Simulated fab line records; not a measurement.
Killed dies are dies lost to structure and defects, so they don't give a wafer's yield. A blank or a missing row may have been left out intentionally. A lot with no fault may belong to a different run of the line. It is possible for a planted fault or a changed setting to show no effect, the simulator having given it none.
Which tool is to blame? -- flow gf180mcu -- Sampling: 10 lots, 30 wafers, 5 of 602 route steps

WHAT THE GAUGES READ, wafer by wafer
GF_TOP_METAL_RS_MEAS_05: a four-point-probe measurement.
lot,measured,on,TOP_METAL_ALCU_RS (ohm/sq)
L798,day 27 22:44,film-metro-03,0.0330 0.0329 0.0326
L806,day 30 12:31,film-metro-01,9.7765 9.7663 9.7148
L807,day 31 05:25,film-metro-04,9.6416 9.6349 9.6021
L808,day 31 06:59,film-metro-03,9.5961 9.5331 9.5433
L811,day 32 00:13,film-metro-03,0.0324 0.0326 0.0321
L814,day 32 19:46,film-metro-01,0.0323 0.0323 0.0319
L815,day 32 20:06,film-metro-04,0.0337 0.0335 0.0336
L816,day 33 02:00,film-metro-03,0.0325 0.0325 0.0327
L818,day 33 12:58,film-metro-04,0.0325 0.0324 0.0327
L819,day 33 14:14,film-metro-03,0.0326 0.0325 0.0329

EACH LOT AND THE TOOL THAT RAN IT (in order: tool; ch and the chambers of the sampled wafers; start)
lot,GF_MIM_SPUTTER_07,GF_M5_ETCH_09,GF_V5_STRIP_18,GF_TOP_METAL_SPUTTER_02
L798,"pvd-sputter-01, day 25 05:23","rie-diel-01 ch 0,2, day 26 23:37","plasma-asher-02 ch 0,1, day 27 21:15","pvd-sputter-01, day 27 22:37"
L806,"pvd-sputter-01, day 27 23:35","rie-diel-04 ch 1,2, day 29 15:10","plasma-asher-02 ch 0,1, day 30 10:58","pvd-sputter-03, day 30 12:25"
L807,"pvd-sputter-03, day 28 16:59","rie-diel-02 ch 0,1,3, day 30 08:01","plasma-asher-01 ch 0,1, day 31 03:55","pvd-sputter-01, day 31 05:18"
L808,"pvd-sputter-03, day 28 20:13","rie-diel-02 ch 1,3, day 30 10:06","plasma-asher-01 ch 0,1, day 31 05:31","pvd-sputter-03, day 31 06:53"
L811,"pvd-sputter-03, day 29 15:07","rie-diel-02 ch 0,2,3, day 31 03:51","plasma-asher-02 ch 0,1, day 31 22:43","pvd-sputter-03, day 32 00:07"
L814,"pvd-sputter-02, day 30 11:31","rie-diel-02 ch 0,3, day 31 23:36","plasma-asher-02 ch 0,1, day 32 18:19","pvd-sputter-03, day 32 19:40"
L815,"pvd-sputter-03, day 30 13:08","rie-diel-01 ch 1,2, day 32 00:33","plasma-asher-04 ch 0,1, day 32 18:40","pvd-sputter-01, day 32 20:01"
L816,"pvd-sputter-03, day 30 17:58","rie-diel-02 ch 0,1,3, day 32 05:45","plasma-asher-04 ch 0,1, day 33 00:34","pvd-sputter-04, day 33 01:55"
L818,"pvd-sputter-02, day 31 07:19","rie-diel-02 ch 1,3, day 32 17:28","plasma-asher-04 ch 0,1, day 33 11:31","pvd-sputter-03, day 33 12:52"
L819,"pvd-sputter-01, day 31 08:49","rie-diel-04 ch 0,1,3, day 32 19:15","plasma-asher-01 ch 0,1, day 33 12:46","pvd-sputter-03, day 33 14:07"
- GF_MIM_SPUTTER_07: material TiN, target thk 60 nm, time 50 s.
- GF_M5_ETCH_09: etches Si3N4 in CF4/O2, target depth 52 nm, time 11.6 s.
- GF_V5_STRIP_18: strips in O2/N2.
- GF_TOP_METAL_SPUTTER_02: material AlCu, target thk 900 nm, time 47.82 s.

THE ANSWER, worked out from the rows above alone
Rule: the usual values come from the lots themselves. Put in order of their means at a reading, lots are off if they are a third of the lots or fewer, leave a main group of 4 or more, and stand apart from it by a gap of 3 or more times the standard deviation of the main group's means; of several such gaps the widest counts. A main group whose means are all the same, to the digits that the tables above print for the reading, isn't used. A lot without any number at a reading at which 4 lots or more have one is off too. The other lots that the step has rows for count as sound.
Off: at GF_TOP_METAL_RS_MEAS_05 (TOP_METAL_ALCU_RS), L806, L807, L808. The main group: mean 0.0327 ohm/sq, standard deviation 0.00043.
A tool fits if, at a process step before that reading, it ran every lot that is off, and no sound lot after the first of them. The gauges at GF_TOP_METAL_RS_MEAS_05 are tried like those tools. None of those tried fits.

WHAT WAS PUT IN BY THE SIMULATOR
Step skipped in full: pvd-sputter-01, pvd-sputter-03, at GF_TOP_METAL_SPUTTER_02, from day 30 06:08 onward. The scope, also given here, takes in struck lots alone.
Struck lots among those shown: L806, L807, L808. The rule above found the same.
